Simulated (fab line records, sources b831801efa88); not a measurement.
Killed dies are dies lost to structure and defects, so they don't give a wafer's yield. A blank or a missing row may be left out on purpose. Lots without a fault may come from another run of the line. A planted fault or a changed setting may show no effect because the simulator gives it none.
Split-lot experiment | flow sky130 | 5 lots, 23 wafers read, on a route of 708 steps

THE SPLIT
At SKY_VT_ADJUST_LVTN_IMPLANT_08, the setting energy_kev was moved away from the recipe's 30 on 5 of the 23 wafers read, by -4.4% to +2.4%. The other wafers ran this setting at the recipe's value.

The reading is taken at the split's own step.

THE READING
implant.drp_nm (the simulator's own value, which no gauge read), in nm, at SKY_VT_ADJUST_LVTN_IMPLANT_08. The file gives no usual value for it.

wafer  | tool, chamber at the split | energy_kev as run | against the recipe | implant.drp_nm, nm | against lot-mates on the recipe
L078.2 | implanter-01, 0            | 30                | recipe             | 42.97              | -
L078.3 | implanter-01, 0            | 30                | recipe             | 42.97              | -
L078.6 | implanter-01, 0            | 30                | recipe             | 42.97              | -
L079.1 | implanter-01, 0            | 30                | recipe             | 42.97              | -
L079.4 | implanter-01, 0            | 30                | recipe             | 42.97              | -
L079.5 | implanter-01, 0            | 30                | recipe             | 42.97              | -
L079.2 | implanter-01, 0            | 28.69             | -4.4%              | 41.37              | -1.60
L079.6 | implanter-01, 0            | 28.69             | -4.4%              | 41.37              | -1.60
L080.1 | implanter-02, 0            | 30                | recipe             | 42.97              | -
L080.6 | implanter-02, 0            | 30                | recipe             | 42.97              | -
L080.2 | implanter-02, 0            | 30.71             | +2.4%              | 43.72              | +0.75
L080.4 | implanter-02, 0            | 30.71             | +2.4%              | 43.72              | +0.75
L080.5 | implanter-02, 0            | 30.71             | +2.4%              | 43.72              | +0.75
L081.1 | implanter-02, 0            | 30                | recipe             | 42.97              | -
L081.2 | implanter-02, 0            | 30                | recipe             | 42.97              | -
L081.3 | implanter-02, 0            | 30                | recipe             | 42.97              | -
L081.4 | implanter-02, 0            | 30                | recipe             | 42.97              | -
L081.5 | implanter-02, 0            | 30                | recipe             | 42.97              | -
L085.1 | implanter-03, 0            | 30                | recipe             | 42.97              | -
L085.2 | implanter-03, 0            | 30                | recipe             | 42.97              | -
L085.3 | implanter-03, 0            | 30                | recipe             | 42.97              | -
L085.4 | implanter-03, 0            | 30                | recipe             | 42.97              | -
L085.5 | implanter-03, 0            | 30                | recipe             | 42.97              | -

THE FIT
A straight line over all 23 wafers: implant.drp_nm changes by +0.351 nm for each +1% of energy_kev; r = +1.00; the points scatter about the line by 0.033 nm.
The same after taking each lot's own level away (the mean of its wafers on the recipe; 23 wafers): +0.351 nm for each +1%; r = +1.00; scatter 0.033 nm.
On that fit, the largest move of energy_kev shifts the reading by 1.5 nm.
The lots' own levels span 42.970 to 42.970 nm.
So the lot-to-lot level changes the slope little: the two slopes agree.
Check: with one of the wafers moved furthest among these (-4.4%) left out of the fit, the line predicts -1.52 nm for it against its lot-mates. It came out at -1.6 nm against them.

OTHER SPLITS ON THESE WAFERS
These wafers also went through other splits before the reading. Each is held against what the fit with the lots' levels taken away leaves over:
other split on the same wafers           | wafers away from the commonest value | r with implant.drp_nm (lot level and that fit taken away)
SKY_FIELD_ISO_OXIDATION_01 temp_c        | 18                                   | -0.02
SKY_FIELD_ISO_OXIDATION_22 ox_time_s     | 15                                   | -0.42
SKY_NWELL_OXIDATION_01 temp_c            | 15                                   | -0.09
SKY_DNWELL_EXPOSE_04 dose_mj             | 5                                    | +0.03
SKY_PWDE_IMPLANT_08 energy_kev           | 6                                    | -0.27
SKY_NWELL_IMPLANT_13 energy_kev          | 5                                    | +0.15
SKY_NWELL_SOFTBAKE_19 temp_c             | 8                                    | -0.20
SKY_NWELL_IMPLANT_24 energy_kev          | 5                                    | -0.36
SKY_VT_ADJUST_HVTP_COAT_02 resist_thk_nm | 8                                    | +0.24

THE WHOLE CHAIN: every reading that the file lists as answering this split, in the file's order
step                          | what it does | reading                                                         | change (the file's fit)               | r (the file's)
SKY_VT_ADJUST_LVTN_IMPLANT_08 |              | implant.rp_nm (the simulator's own value, which no gauge read)  | +0.976 nm for each +1% of the setting | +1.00
SKY_VT_ADJUST_LVTN_IMPLANT_08 |              | implant.drp_nm (the simulator's own value, which no gauge read) | +0.354 nm for each +1% of the setting | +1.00

THE FILE'S OWN FIT
implant.drp_nm changes by +0.354 nm for each +1% of energy_kev, r = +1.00.
